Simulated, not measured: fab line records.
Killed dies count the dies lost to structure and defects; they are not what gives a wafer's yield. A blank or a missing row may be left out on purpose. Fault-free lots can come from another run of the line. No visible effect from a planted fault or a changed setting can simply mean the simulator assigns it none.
fab line records -- flow sky130
record lots=5, wafers=15, last-day=49
route steps=708 shown LOCAL_INTERCONNECT@400 CONTACT@406 METAL1@434 PAD_OPEN@708
lots that met no fault: from a run of the same line without faults
start-h: hours from the record's first day to the start of the lot's first wafer shown -- wait-h: hours elapsed since this lot's preceding step -- " repeats the value in the row above -- L1.1+2: several wafers, shown together as one row -- - no value present, or no start provided -- * or withheld: withheld -- < > ~ a bound
route shown NAME@n: names a module that has steps shown in the file, with the first one's number in the route -- usual: average and standard deviation across the fault-free wafers -- same: alike in all rows -- chamber/n: place in a boat -- sites: readings site by site -- _std_site: standard deviation of those values -- _edge_site: outer sites' mean less inner sites' -- radius-mm: how far each site lies from the wafer's centre -- mask NAME#n: copy n -- behind: tool/chamber where the wafer was last shaped -- hold: cause of the lot's hold/its duration in hours/its outcome -- device: the transistor (n, p or np) that didn't switch -- end of line: the tests these same wafers got at the end of their route -- for a step that has no rows: nothing shown but its recipe -- killed: not the wafer's yield, but the dies lost to structure and defects at the first sort -- map: the dies of a wafer, with x for killed, . for not killed, _ for no die there
set.NAME: the setting as run; set.NAME@STEP: as run at that earlier step -- model.NAME: the simulator's own value behind a step, which no gauge read
lots seen at some steps along the route; tables by step, rows by wafer
services: from which hour (start-h, from the record's first day; less than 0 if before it) a tool's chamber was out of use, for how many hours, and why
## steps
# step SKY_LOCAL_INTERCONNECT_ETCH_13
# recipe chemistry=N2/H2, target=BARC, ion-energy-ev=200, bias-w=100, pressure-mtorr=30, n2-flow-sccm=100, h2-flow-sccm=200, icp-w=500, stop-on=SiO2, time-s=45.9, target-depth-a=600
# step SKY_LOCAL_INTERCONNECT_METAL_ETCH_14
# recipe target-depth-nm=110, stop-on=PSG, chemistry=Cl2/BCl3, target=TiN, resist-sidewall-deg=88, pressure-mtorr=10, icp-w=900, bias-w=48.5, Cl2_flow_sccm=60, bcl3-flow-sccm=30, time-s=31.4
# step SKY_LOCAL_INTERCONNECT_STRIP_15
# recipe chemistry=O2/N2, power-w=1400, pressure-mtorr=1500, platen-temp-c=withheld, o2-flow-sccm=3000, n2-flow-sccm=300, overash-fraction=0.5
# step SKY_LOCAL_INTERCONNECT_STRIP_16
# recipe chemistry=post-etch-residue-remover, time-s=1200, temp-c=72.5
# step SKY_LOCAL_INTERCONNECT_CLEAN_17
# recipe chemistry=IPA, time-s=180, temp-c=25
# step SKY_LOCAL_INTERCONNECT_CLEAN_18
# recipe chemistry=O3/DIW, dry=n2-spin
# step SKY_CONTACT_CVD_00
# recipe material=Si3N4, target-thk-nm=75, temp-c=400, time-s=withheld, rf-w=450
# step SKY_CONTACT_HDPCVD_02
# recipe material=SiO2, target-thk-nm=565, sigma-open-frac=0.3, time-s=94.2, temp-c=600, sih4-flow-sccm=60, pressure-mtorr=6
# step SKY_CONTACT_CMP_04
# recipe material=SiO2, down-force-psi=4, platen-rpm=60, pad-velocity-m-s=0.94248
# usual head-pressure-psi=4.000/0.009, motor-current-A=11.7/1.1, time-to-endpoint-s=82/4.6
lot.wafer,tool,chamber,start-h,wait-h,head-pressure-psi,motor-current-A,time-to-endpoint-s,model.SiO2_of_CONTACT_HDPCVD_02.thk-nm
L814.3,cmp-01,0,725.07,0.2,4.007,13.9,86,340.3
L814.5,cmp-01,1,725.07,0.2,4.008,12.4,85,341.1
L814.6,cmp-01,2,725.07,0.2,4.007,12.0,81,341.4
L819.1,cmp-01,2,766.36,0.1,1.559,6.7,100,446.2
L819.3,cmp-01,0,766.36,0.1,4.003,13.2,91,342.2
L819.6,cmp-01,2,766.36,0.1,1.569,6.5,103,449.4
L822.2,cmp-01,2,791.03,0.2,1.566,6.5,104,448.1
L822.5,cmp-01,3,791.03,0.2,4.013,10.4,79,339.5
L822.6,cmp-01,0,791.03,0.2,4.014,13.5,84,341.4
L823.4,cmp-01,1,802.86,0.0,4.002,11.6,83,342.6
L823.1,cmp-01,2,802.86,0.0,1.552,6.7,101,445.4
L823.2,cmp-01,3,802.86,0.0,3.997,10.6,75,339.7
L828.2,cmp-02,1,834.15,0.0,4.002,12.3,79,338.4
L828.3,cmp-02,0,834.15,0.0,3.996,12.5,80,339
L828.5,cmp-02,2,834.15,0.0,3.993,9.6,85,341.2
# step SKY_CONTACT_DEHYDRATE_06
# recipe temp-c=200, time-s=60
# step SKY_CONTACT_HMDS_07
# recipe prime-time-s=60, prime-temp-c=120
# step SKY_CONTACT_COAT_08
# recipe resist=BARC, temp-c=withheld, time-s=withheld, spin-rpm=3000, resist-thk-nm=60
# step SKY_CONTACT_COAT_09
# recipe resist=KrF-thick, spin-rpm=3000, resist-thk-nm=450
# step SKY_CONTACT_SOFTBAKE_10
# recipe temp-c=100, time-s=90, resist=KrF-thick
# step SKY_CONTACT_EXPOSE_11
# recipe mask-id=CTM1, na=0.8, source-shape=annular, sigma-inner=0.55, sigma-outer=0.85, target-cd-nm=170, dose-mj=38
# step SKY_CONTACT_PEB_12
# recipe peb-temp-c=withheld, peb-time-s=withheld, resist=KrF-thick
# step SKY_CONTACT_DEVELOP_13
# recipe develop-time-s=60, resist=KrF-thick, dev-temp-c=21
# step SKY_CONTACT_ETCH_16
# recipe chemistry=N2/H2, target=BARC, ion-energy-ev=200, source-w=500, bias-w=100, pressure-mtorr=30, n2-flow-sccm=100, h2-flow-sccm=200, stop-on=SiO2, time-s=45.9, target-depth-a=600
# step SKY_CONTACT_ETCH_17
# recipe target=SiO2, chemistry=C4F8/O2/Ar, stop-on=Si3N4, mask-material=KrF-thick, source-w=1500, bias-w=1200, pressure-mtorr=40, c4f8-flow-sccm=withheld, O2_flow_sccm=6, Ar_flow_sccm=300, time-s=withheld, target-depth-a=3400
# usual oes-product-au=0.892/0.005
lot.wafer,tool,chamber,start-h,wait-h,oes-product-au,model.etch.depth-nm,model.CONTACT.feature-depth-nm
L814.3,rie-diel-03,3,752.92,0.0,0.893,340.3,340.3
L814.5,rie-diel-03,3,752.92,0.0,0.893,341.1,341.1
L814.6,rie-diel-03,0,752.92,0.0,0.895,341.4,341.4
L819.1,rie-diel-02,3,793.63,0.0,1.000,408.7,408.7
L819.3,rie-diel-02,2,793.63,0.0,0.900,342.2,342.2
L819.6,rie-diel-02,0,793.63,0.0,0.998,406.9,406.9
L822.2,rie-diel-01,0,817.33,0.0,0.989,400.1,400.1
L822.5,rie-diel-01,0,817.33,0.0,0.893,339.5,339.5
L822.6,rie-diel-01,1,817.33,0.0,0.895,341.4,341.4
L823.1,rie-diel-01,0,830.47,0.0,0.983,405.3,405.3
L823.2,rie-diel-01,2,830.47,0.0,0.884,339.7,339.7
L823.4,rie-diel-01,1,830.47,0.0,0.898,342.6,342.6
L828.2,rie-diel-02,3,861.09,0.0,0.896,338.4,338.4
L828.3,rie-diel-02,0,861.09,0.0,0.881,339,339
L828.5,rie-diel-02,0,861.09,0.0,0.892,341.2,341.2
# step SKY_CONTACT_ETCH_18
# recipe target=Si3N4, chemistry=CHF3/O2, stop-on=TiN, source-w=600, bias-w=200, pressure-mtorr=40, chf3-flow-sccm=50, O2_flow_sccm=5, time-s=39, target-depth-a=750
# usual drypump-motor-current-A=5.8/0.43, oes-product-au=0.853/0.0081, throttle-valve-pct=8.793/0.0086
lot.wafer,tool,chamber,start-h,wait-h,drypump-motor-current-A,oes-product-au,rf-hours-counter-h,throttle-valve-pct
L814.3,rie-diel-03,3,-,-,4.9,0.837,9,8.784
L814.5,rie-diel-03,3,-,-,4.9,0.849,-,8.801
L814.6,rie-diel-03,0,-,-,5.3,0.844,-,8.806
L819.1,rie-diel-02,3,-,-,5.5,0.790,10,8.780
L819.3,rie-diel-02,2,-,-,5.5,0.849,5,8.794
L819.6,rie-diel-02,0,-,-,6.1,0.730,-,8.768
L822.2,rie-diel-01,0,-,-,6.0,0.608,5,8.736
L822.5,rie-diel-01,0,-,-,6.0,0.855,-,8.791
L822.6,rie-diel-01,1,-,-,6.6,0.855,-,8.796
L823.1,rie-diel-01,0,-,-,6.0,0.751,5,8.767
L823.2,rie-diel-01,2,-,-,5.6,0.846,20,8.796
L823.4,rie-diel-01,1,-,-,6.6,0.860,8,8.790
L828.2,rie-diel-02,3,-,-,5.5,0.853,12,8.787
L828.3,rie-diel-02,0,-,-,6.2,0.862,10,8.798
L828.5,rie-diel-02,0,-,-,6.1,0.850,-,8.792
# step SKY_CONTACT_STRIP_19
# recipe chemistry=O2/N2, power-w=1400, pressure-mtorr=1500, platen-temp-c=withheld, o2-flow-sccm=3000, n2-flow-sccm=300, overash-fraction=0.5
# step SKY_CONTACT_STRIP_20
# recipe chemistry=post-etch-residue-remover, time-s=1200, temp-c=72.5
# step SKY_CONTACT_CLEAN_21
# recipe chemistry=IPA, time-s=180, temp-c=25
# step SKY_CONTACT_CLEAN_22
# recipe chemistry=O3/DIW, dry=n2-spin
# step SKY_CONTACT_SPUTTER_23
# recipe material=TiN, target-thk-nm=20, chamber-pressure-pa=5, power-w=4000, time-s=80
# step SKY_CONTACT_CVD_24
# recipe material=W, target-thk-nm=340, time-s=102.12, temp-c=400, pressure-torr=40
# step SKY_CONTACT_CMP_27
# recipe stop-on=SiO2, t-overpolish-s=15, down-force-psi=3.5, platen-rpm=60, target-thk-nm=0, pad-velocity-m-s=0.94248
# usual head-pressure-psi=3.500/0.0085, motor-current-A=10.7/1.1
lot.wafer,tool,chamber,start-h,wait-h,head-pressure-psi,motor-current-A,model.SiO2_of_CONTACT_HDPCVD_02.thk-nm
L814.3,cmp-01,1,754.11,0.2,3.502,11.3,337.1
L814.6,cmp-01,2,754.11,0.2,3.505,10.5,338.2
L814.5,cmp-01,3,754.11,0.2,3.517,9.6,337.9
L819.1,cmp-01,3,794.70,0.1,3.497,9.7,443
L819.3,cmp-01,1,794.70,0.1,3.504,10.9,339.1
L819.6,cmp-01,0,794.70,0.1,3.493,12.3,446.2
L822.2,cmp-02,1,818.53,0.1,3.506,11.7,444.9
L822.5,cmp-02,0,818.53,0.1,3.514,12.0,336.3
L822.6,cmp-02,1,818.53,0.1,3.509,11.2,338.2
L823.1,cmp-02,0,831.56,0.1,3.488,12.0,442.2
L823.4,cmp-02,1,831.56,0.1,3.503,11.1,339.4
L823.2,cmp-02,2,831.56,0.1,3.496,8.6,336.6
L828.3,cmp-02,3,862.12,0.0,3.479,10.6,335.8
L828.2,cmp-02,0,862.12,0.0,3.513,11.4,335.3
L828.5,cmp-02,3,862.12,0.0,3.497,10.3,338.1
# step SKY_METAL1_SPUTTER_00
# recipe material=Ti, target-thk-nm=15, power-w=3000, time-s=10, chamber-pressure-pa=0.4
# step SKY_PAD_OPEN_PROBE_99
# usual killed_at_M0_to_M3=44/7.3, killed_at_M4_up=3.5/1.8, killed-at-contacts=24/5.8, killed-at-front-end=16/4.3, killed-at-other=0.5/0.68, killed-dies=88/9.4, killed-on-rim=17/3.7, killed-open=48/6.8, killed-short=40/6.1
# same gross-dies=492, killed-at-back-side=0
lot.wafer,tool,chamber,start-h,wait-h,killed_at_M0_to_M3,killed_at_M4_up,killed-at-contacts,killed-at-front-end,killed-at-other,killed-dies,killed-on-rim,killed-open,killed-short
L814.3,prober-01,-,1087.13,0.2,37,3,29,16,1,86,14,53,33
L814.5,prober-01,-,1087.23,0.2,40,0,19,10,1,70,12,43,27
L814.6,prober-01,-,1087.28,0.2,41,1,28,14,1,85,20,47,38
L819.1,prober-01,-,1121.86,0.1,46,4,418,19,1,488,93,42,45
L819.6,prober-01,-,1122.11,0.2,42,2,424,22,2,492,96,46,42
L822.2,prober-02,-,1142.30,0.1,45,2,431,12,0,490,96,40,43
L822.5,prober-02,-,1142.45,0.2,45,5,27,18,0,95,24,57,38
L822.6,prober-02,-,1142.50,0.2,54,4,24,12,1,95,18,49,46
L823.1,prober-01,-,1146.46,0.1,44,6,420,19,0,489,94,47,43
L828.2,prober-02,-,1170.30,0.1,45,6,32,12,1,96,19,53,42
L828.3,prober-02,-,1170.35,0.2,38,2,14,17,1,72,17,38,33
L828.5,prober-02,-,1170.45,0.2,37,5,33,14,1,90,26,37,53
# killed by level:class
L814.3 CONTACT:geometric-particle:open=12 VIA1:geometric-particle:open=10 METAL2:geometric-particle:short=7 POLY_GATE:geometric-particle:open=6 LI_CONTACT:geometric-particle:open=5 VIA2:geometric-particle:open=5 LI_CONTACT:geometric-particle:short=4 FIELD_ISO:geometric-particle:short=3
L814.5 VIA3:geometric-particle:open=10 CONTACT:geometric-particle:open=9 VIA1:geometric-particle:open=9 LI_CONTACT:geometric-particle:open=4 VIA2:geometric-particle:open=4 VIA1:geometric-particle:short=3 LI_CONTACT:geometric-particle:short=3 METAL2:geometric-particle:short=3
L814.6 CONTACT:geometric-particle:open=9 METAL2:geometric-particle:short=9 VIA1:geometric-particle:open=8 LI_CONTACT:geometric-particle:open=7 METAL1:geometric-particle:short=7 POLY_GATE:geometric-particle:short=4 METAL1:geometric-particle:open=4 LOCAL_INTERCONNECT:geometric-particle:open=4
L819.1 CONTACT:area-cmp=400 VIA1:geometric-particle:open=13 POLY_GATE:geometric-particle:short=8 METAL3:geometric-particle:short=7 VIA3:geometric-particle:open=7 METAL1:geometric-particle:short=6 LI_CONTACT:geometric-particle:open=6 LOCAL_INTERCONNECT:geometric-particle:short=5
L819.6 CONTACT:area-cmp=400 LI_CONTACT:geometric-particle:open=7 VIA1:geometric-particle:short=7 VIA2:geometric-particle:open=7 CONTACT:geometric-particle:open=6 VIA3:geometric-particle:open=6 FIELD_ISO:geometric-particle:open=5 POLY_GATE:geometric-particle:short=5
L822.2 CONTACT:area-cmp=407 VIA1:geometric-particle:open=10 CONTACT:geometric-particle:open=7 METAL1:geometric-particle:short=7 LI_CONTACT:geometric-particle:open=6 CONTACT:geometric-particle:short=6 VIA1:geometric-particle:short=6 METAL2:geometric-particle:short=5
L822.5 VIA1:geometric-particle:open=13 CONTACT:geometric-particle:open=11 CONTACT:geometric-particle:short=7 FIELD_ISO:geometric-particle:open=6 LI_CONTACT:geometric-particle:open=6 VIA1:geometric-particle:short=6 METAL2:geometric-particle:short=6 POLY_GATE:geometric-particle:open=4
L822.6 VIA1:geometric-particle:open=15 METAL1:geometric-particle:short=11 CONTACT:geometric-particle:open=7 METAL2:geometric-particle:short=7 LI_CONTACT:geometric-particle:open=6 VIA1:geometric-particle:short=6 LOCAL_INTERCONNECT:geometric-particle:short=4 VIA2:geometric-particle:short=4
L823.1 CONTACT:area-cmp=399 LI_CONTACT:geometric-particle:open=9 CONTACT:geometric-particle:open=8 METAL1:geometric-particle:short=8 VIA1:geometric-particle:open=8 METAL2:geometric-particle:short=7 METAL4:geometric-particle:short=5 VIA2:geometric-particle:open=5
L828.2 CONTACT:geometric-particle:open=12 VIA1:geometric-particle:open=10 CONTACT:geometric-particle:short=8 VIA3:geometric-particle:open=7 LI_CONTACT:geometric-particle:open=6 METAL2:geometric-particle:short=6 VIA2:geometric-particle:open=6 POLY_GATE:geometric-particle:short=5
L828.3 VIA3:geometric-particle:open=8 CONTACT:geometric-particle:open=7 VIA1:geometric-particle:open=7 FIELD_ISO:geometric-particle:short=5 FIELD_ISO:geometric-particle:open=5 VIA2:geometric-particle:open=5 CONTACT:geometric-particle:short=4 METAL1:geometric-particle:short=4
L828.5 CONTACT:geometric-particle:short=12 CONTACT:geometric-particle:open=9 VIA1:geometric-particle:open=8 VIA2:geometric-particle:open=6 FIELD_ISO:geometric-particle:short=5 METAL1:geometric-particle:short=5 LI_CONTACT:geometric-particle:open=5 LOCAL_INTERCONNECT:geometric-particle:short=4
# map L819.6 (x killed, . not)
__________xxxxxxxxxx_________
________xxxxxxxxxxxxxx_______
______xxxxxxxxxxxxxxxxxx_____
_____xxxxxxxxxxxxxxxxxxxx____
____xxxxxxxxxxxxxxxxxxxxxx___
___xxxxxxxxxxxxxxxxxxxxxxxx__
__xxxxxxxxxxxxxxxxxxxxxxxxxx_
_xxxxxxxxxxxxxxxxxxxxxxxxxxxx
_xxxxxxxxxxxxxxxxxxxxxxxxxxxx
_xxxxxxxxxxxxxxxxxxxxxxxxxxxx
_xxxxxxxxxxxxxxxxxxxxxxxxxxxx
_xxxxxxxxxxxxxxxxxxxxxxxxxxxx
_xxxxxxxxxxxxxxxxxxxxxxxxxxxx
_xxxxxxxxxxxxxxxxxxxxxxxxxxxx
_xxxxxxxxxxxxxxxxxxxxxxxxxxxx
__xxxxxxxxxxxxxxxxxxxxxxxxxx_
___xxxxxxxxxxxxxxxxxxxxxxxx__
____xxxxxxxxxxxxxxxxxxxxxx___
_____xxxxxxxxxxxxxxxxxxxx____
______xxxxxxxxxxxxxxxxxx_____
________xxxxxxxxxxxxxx_______
__________xxxxxxxxxx_________
# map L822.2 (x killed, . not)
__________xxxxxxxxxx_________
________xxxxx.xxxxxxxx_______
______xxxxxxxxxxxxxxxxxx_____
_____xxxxxxxxxxxxxxxxxxxx____
____xxxxxxxxxxxxxxxxxxxxxx___
___xxxx.xxxxxxxxxxxxxxxxxxx__
__xxxxxxxxxxxxxxxxxxxxxxxxxx_
_xxxxxxxxxxxxxxxxxxxxxxxxxxxx
_xxxxxxxxxxxxxxxxxxxxxxxxxxxx
_xxxxxxxxxxxxxxxxxxxxxxxxxxxx
_xxxxxxxxxxxxxxxxxxxxxxxxxxxx
_xxxxxxxxxxxxxxxxxxxxxxxxxxxx
_xxxxxxxxxxxxxxxxxxxxxxxxxxxx
_xxxxxxxxxxxxxxxxxxxxxxxxxxxx
_xxxxxxxxxxxxxxxxxxxxxxxxxxxx
__xxxxxxxxxxxxxxxxxxxxxxxxxx_
___xxxxxxxxxxxxxxxxxxxxxxxx__
____xxxxxxxxxxxxxxxxxxxxxx___
_____xxxxxxxxxxxxxxxxxxxx____
______xxxxxxxxxxxxxxxxxx_____
________xxxxxxxxxxxxxx_______
__________xxxxxxxxxx_________
## services
tool,chamber,start-h,hours,kind
cmp-02,-,719.57,6.6,pm
rie-diel-03,2,720.22,1.3,repair
rie-diel-02,3,723.93,10.6,repair
rie-diel-01,0,740.71,16.5,repair
cmp-01,-,744.02,4.0,pm
cmp-01,-,748.02,-,consumable-replace:conditioner
cmp-01,-,748.02,-,consumable-replace:pad
rie-diel-01,1,752.20,6.7,repair
cmp-02,-,753.16,0.5,repair
cmp-02,-,754.38,1.3,repair
cmp-02,-,756.85,4.5,repair
rie-diel-01,3,777.97,32.2,repair
cmp-01,-,783.15,0.3,repair
rie-diel-01,0,800.71,4.4,repair
rie-diel-02,1,807.86,5.5,repair
rie-diel-01,-,827.40,2.8,pm
cmp-02,-,843.37,5.6,repair
rie-diel-02,2,844.96,7.2,repair
rie-diel-03,-,852.50,1.5,repair
rie-diel-03,2,861.37,11.7,repair
## key
first-sign step=SKY_CONTACT_CMP_04, reading=head-pressure-psi, direction=down, sigmas=99+, usual=4.000, struck=1.562
effect step=SKY_CONTACT_CMP_04, reading=motor-current-A, direction=down, sigmas=4.6, usual=11.7, struck=6.6
effect step=SKY_CONTACT_ETCH_17, reading=oes-product-au, direction=up, sigmas=20, usual=0.892, struck=0.993
effect step=SKY_CONTACT_ETCH_18, reading=oes-product-au, direction=down, sigmas=17, usual=0.853, struck=0.720
effect step=SKY_PAD_OPEN_PROBE_99, reading=killed-at-contacts, direction=up, sigmas=69, usual=24, struck=423
model-effect step=SKY_CONTACT_CMP_04, value=SiO2_of_CONTACT_HDPCVD_02.thk-nm, without=340.8, struck=447.3
model-effect step=SKY_CONTACT_ETCH_17, value=etch.depth-nm, without=340.8, struck=405.2
model-effect step=SKY_CONTACT_CMP_27, value=SiO2_of_CONTACT_HDPCVD_02.thk-nm, without=337.6, struck=444.1
more-kills-born-at SKY_CONTACT_CMP_04@cmp-01=1606
met-at SKY_CONTACT_CMP_04
struck-wafers L819.1,L819.6,L822.2,L823.1
later-rows-left-out L819.1,L819.6,L822.2,L823.1
tester-left-out L819,L822,L823
onset-between 725.07 766.36
fault kind=process-parameter-drift, tool=cmp-01, chamber=2, onset-h=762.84, steps=SKY_CONTACT_CMP_04, channel=down-force-psi, offset=-2.4323, shape=step, end-h=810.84, acts-in=these-recipes-only, stated=4
# tester-left-out: of these lots the tester's yield and bins aren't shown, on N5 and GAA mostly nor the transistor test; their killed dies are dies lost to structure and defects alone, not to doping, threshold or leakage, so they don't give the yield
# later-rows-left-out: the simulator's readings of these wafers behind a module that went badly wrong aren't trusted and aren't shown, but for the sort
